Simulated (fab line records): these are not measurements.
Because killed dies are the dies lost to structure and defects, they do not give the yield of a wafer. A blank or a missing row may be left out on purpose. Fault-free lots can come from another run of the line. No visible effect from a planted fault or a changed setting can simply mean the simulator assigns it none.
Which tool was responsible? / flow gf180mcu / Sampling: 10 lots, 30 wafers, 4 of 602 route steps

== WHAT THE GAUGES READ, wafer by wafer ==
GF_POLY_GATE_THK_MEAS_17.
lot=L347; measured=day 9 11:43; on=film-metro-01; POLY_GATE_OXIDATION_THK (nm)=4.02 4.10 4.09
lot=L349; measured=day 10 05:41; on=film-metro-01; POLY_GATE_OXIDATION_THK (nm)=4.08 4.08 4.07
lot=L350; measured=day 10 12:41; on=film-metro-02; POLY_GATE_OXIDATION_THK (nm)=4.04 4.06 3.98
lot=L353; measured=day 11 16:10; on=film-metro-02; POLY_GATE_OXIDATION_THK (nm)=3.99 4.02 4.15
lot=L354; measured=day 12 03:23; on=film-metro-01; POLY_GATE_OXIDATION_THK (nm)=3.92 3.98 3.97
lot=L357; measured=day 13 02:47; on=film-metro-01; POLY_GATE_OXIDATION_THK (nm)=4.11 4.04 4.16
lot=L362; measured=day 14 06:08; on=film-metro-03; POLY_GATE_OXIDATION_THK (nm)=4.04 4.04 4.02
lot=L367; measured=day 15 10:49; on=film-metro-01; POLY_GATE_OXIDATION_THK (nm)=4.02 3.94 4.07
lot=L368; measured=day 15 17:24; on=film-metro-02; POLY_GATE_OXIDATION_THK (nm)=4.21 4.14 4.16
lot=L369; measured=day 16 02:47; on=film-metro-01; POLY_GATE_OXIDATION_THK (nm)=3.93 3.95 3.93

GF_PSD_TW_MEAS_11.
lot=L347; measured=day 14 03:45; on=film-metro-02; PSD_TW=3179 3167 3161
lot=L349; measured=day 15 02:35; on=film-metro-04; PSD_TW=3185 3187 3212
lot=L350; measured=day 15 09:56; on=film-metro-03; PSD_TW=3170 3159 3152
lot=L353; measured=day 16 20:53; on=film-metro-03; PSD_TW=3136 3129 3124
lot=L354; measured=day 17 10:47; on=film-metro-03; PSD_TW=3132 3147 3134
lot=L357; measured=day 18 18:55; on=film-metro-04; PSD_TW=3187 3204 3198
lot=L362; measured=day 20 04:50; on=film-metro-02; PSD_TW=30 30 30 30 30 30
lot=L367; measured=day 21 10:52; on=film-metro-02; PSD_TW=3194 3202 3161
lot=L368; measured=day 21 20:00; on=film-metro-03; PSD_TW=3132 3114 3126
lot=L369; measured=day 22 04:59; on=film-metro-03; PSD_TW=3115 3108 3113

== TOOL THAT RAN EACH LOT (tool first, then ch and the chambers of the sampled wafers, then the start) ==
lot=L347; GF_NSD_STRIP_11=plasma-asher-01 ch 0,1, day 13 07:38; GF_PSD_STRIP_10=plasma-asher-01 ch 0,1, day 14 03:38
lot=L349; GF_NSD_STRIP_11=plasma-asher-04 ch 0,1, day 14 06:08; GF_PSD_STRIP_10=plasma-asher-02 ch 0,1, day 15 02:29
lot=L350; GF_NSD_STRIP_11=plasma-asher-01 ch 0,1, day 14 13:04; GF_PSD_STRIP_10=plasma-asher-02 ch 0,1, day 15 09:50
lot=L353; GF_NSD_STRIP_11=plasma-asher-04 ch 0,1, day 15 22:41; GF_PSD_STRIP_10=plasma-asher-01 ch 0,1, day 16 20:47
lot=L354; GF_NSD_STRIP_11=plasma-asher-03 ch 1, day 16 11:50; GF_PSD_STRIP_10=plasma-asher-01 ch 0,1, day 17 10:41
lot=L357; GF_NSD_STRIP_11=plasma-asher-03 ch 0,1, day 17 18:46; GF_PSD_STRIP_10=plasma-asher-01 ch 1, day 18 18:49
lot=L362; GF_NSD_STRIP_11=plasma-asher-03 ch 0,1, day 19 04:07; GF_PSD_STRIP_10=plasma-asher-02 ch 0,1, day 20 04:44
lot=L367; GF_NSD_STRIP_11=plasma-asher-01 ch 0,1, day 20 11:10; GF_PSD_STRIP_10=plasma-asher-01 ch 0,1, day 21 10:46
lot=L368; GF_NSD_STRIP_11=plasma-asher-01 ch 0,1, day 20 19:55; GF_PSD_STRIP_10=plasma-asher-01 ch 0,1, day 21 19:55
lot=L369; GF_NSD_STRIP_11=plasma-asher-03 ch 0, day 21 04:40; GF_PSD_STRIP_10=plasma-asher-02 ch 0,1, day 22 04:52
- GF_NSD_STRIP_11: strips in O2/N2.
- GF_PSD_STRIP_10: strips in O2/N2.

== WHAT THE TOOLS THEMSELVES READ (means of the sampled wafers that have a number; where no wafer has one, the mark that the record gives instead) ==
GF_NSD_STRIP_11.
lot=L347; tool=plasma-asher-01; drypump-motor-current-A (A)=5.65; heater-power-w (W)=310; n2-flow-sccm (sccm)=300.6; oes-product-au (a.u.)=0.484; strip-time-to-endpoint-s (s)=22.91
lot=L349; tool=plasma-asher-04; drypump-motor-current-A (A)=5.50; heater-power-w (W)=301; n2-flow-sccm (sccm)=299.2; oes-product-au (a.u.)=0.486; strip-time-to-endpoint-s (s)=22.93
lot=L350; tool=plasma-asher-01; drypump-motor-current-A (A)=5.47; heater-power-w (W)=340; n2-flow-sccm (sccm)=299.9; oes-product-au (a.u.)=0.484; strip-time-to-endpoint-s (s)=23.01
lot=L353; tool=plasma-asher-04; drypump-motor-current-A (A)=5.48; heater-power-w (W)=295; n2-flow-sccm (sccm)=300.0; oes-product-au (a.u.)=0.484; strip-time-to-endpoint-s (s)=22.96
lot=L354; tool=plasma-asher-03; drypump-motor-current-A (A)=5.57; heater-power-w (W)=309; n2-flow-sccm (sccm)=301.4; oes-product-au (a.u.)=0.486; strip-time-to-endpoint-s (s)=22.98
lot=L357; tool=plasma-asher-03; drypump-motor-current-A (A)=5.46; heater-power-w (W)=335; n2-flow-sccm (sccm)=300.2; oes-product-au (a.u.)=0.488; strip-time-to-endpoint-s (s)=22.93
lot=L362; tool=plasma-asher-03; drypump-motor-current-A (A)=5.33; heater-power-w (W)=338; n2-flow-sccm (sccm)=300.9; oes-product-au (a.u.)=0.459; strip-time-to-endpoint-s (s)=-
lot=L367; tool=plasma-asher-01; drypump-motor-current-A (A)=5.48; heater-power-w (W)=340; n2-flow-sccm (sccm)=299.9; oes-product-au (a.u.)=0.489; strip-time-to-endpoint-s (s)=22.99
lot=L368; tool=plasma-asher-01; drypump-motor-current-A (A)=5.67; heater-power-w (W)=311; n2-flow-sccm (sccm)=299.4; oes-product-au (a.u.)=0.488; strip-time-to-endpoint-s (s)=22.95
lot=L369; tool=plasma-asher-03; drypump-motor-current-A (A)=5.21; heater-power-w (W)=354; n2-flow-sccm (sccm)=300.3; oes-product-au (a.u.)=0.487; strip-time-to-endpoint-s (s)=22.96

GF_PSD_STRIP_10.
lot=L347; tool=plasma-asher-01; drypump-motor-current-A (A)=5.65; heater-power-w (W)=310; n2-flow-sccm (sccm)=299.8; oes-product-au (a.u.)=0.588; strip-time-to-endpoint-s (s)=16.57
lot=L349; tool=plasma-asher-02; drypump-motor-current-A (A)=5.37; heater-power-w (W)=325; n2-flow-sccm (sccm)=299.4; oes-product-au (a.u.)=0.590; strip-time-to-endpoint-s (s)=16.50
lot=L350; tool=plasma-asher-02; drypump-motor-current-A (A)=5.40; heater-power-w (W)=337; n2-flow-sccm (sccm)=299.9; oes-product-au (a.u.)=0.592; strip-time-to-endpoint-s (s)=16.58
lot=L353; tool=plasma-asher-01; drypump-motor-current-A (A)=5.45; heater-power-w (W)=338; n2-flow-sccm (sccm)=300.6; oes-product-au (a.u.)=0.590; strip-time-to-endpoint-s (s)=16.46
lot=L354; tool=plasma-asher-01; drypump-motor-current-A (A)=5.46; heater-power-w (W)=337; n2-flow-sccm (sccm)=301.0; oes-product-au (a.u.)=0.588; strip-time-to-endpoint-s (s)=16.54
lot=L357; tool=plasma-asher-01; drypump-motor-current-A (A)=5.85; heater-power-w (W)=281; n2-flow-sccm (sccm)=299.2; oes-product-au (a.u.)=0.595; strip-time-to-endpoint-s (s)=16.50
lot=L362; tool=plasma-asher-02; drypump-motor-current-A (A)=5.40; heater-power-w (W)=324; n2-flow-sccm (sccm)=299.9; oes-product-au (a.u.)=0.632; strip-time-to-endpoint-s (s)=23.37
lot=L367; tool=plasma-asher-01; drypump-motor-current-A (A)=5.44; heater-power-w (W)=338; n2-flow-sccm (sccm)=299.0; oes-product-au (a.u.)=0.590; strip-time-to-endpoint-s (s)=16.51
lot=L368; tool=plasma-asher-01; drypump-motor-current-A (A)=5.65; heater-power-w (W)=316; n2-flow-sccm (sccm)=299.8; oes-product-au (a.u.)=0.588; strip-time-to-endpoint-s (s)=16.48
lot=L369; tool=plasma-asher-02; drypump-motor-current-A (A)=5.38; heater-power-w (W)=321; n2-flow-sccm (sccm)=299.3; oes-product-au (a.u.)=0.588; strip-time-to-endpoint-s (s)=16.51

== THE ANSWER, worked out from the rows above alone ==
Rule: the lots themselves supply what counts as usual. The widest of any qualifying gaps counts: lots, ordered by their means at a reading, are off when they make up no more than a third of the lots, leave a main group of 4 or more, and stand apart from it by 3 or more times the standard deviation of that group's means. A main group is skipped when, at the precision printed for the reading in the tables above, its means are all equal. Also off: a lot with no number at a reading for which 4 or more lots have one. Where the step has rows for the other lots, those lots are counted as sound. First the gauges in route order, then the tools' own readings, where a lot's mean is used as printed above. The first step at which some lot is off is used, and at that step the reading that is off furthest; a lot without a number counts as furthest.
Off: L362, at GF_PSD_TW_MEAS_11 (PSD_TW). The main group has a mean of 3157 with a standard deviation of 30.
A tool fits if, at a process step before that reading, it ran every lot that is off, and no sound lot after the first of them. The gauges at GF_PSD_TW_MEAS_11 aren't tried: what is off there is off at GF_NSD_STRIP_11 too, on other tools, and a gauge's error can't cause that. No candidate that was tried fits.

== WHAT THE SIMULATOR HAD INSERTED ==
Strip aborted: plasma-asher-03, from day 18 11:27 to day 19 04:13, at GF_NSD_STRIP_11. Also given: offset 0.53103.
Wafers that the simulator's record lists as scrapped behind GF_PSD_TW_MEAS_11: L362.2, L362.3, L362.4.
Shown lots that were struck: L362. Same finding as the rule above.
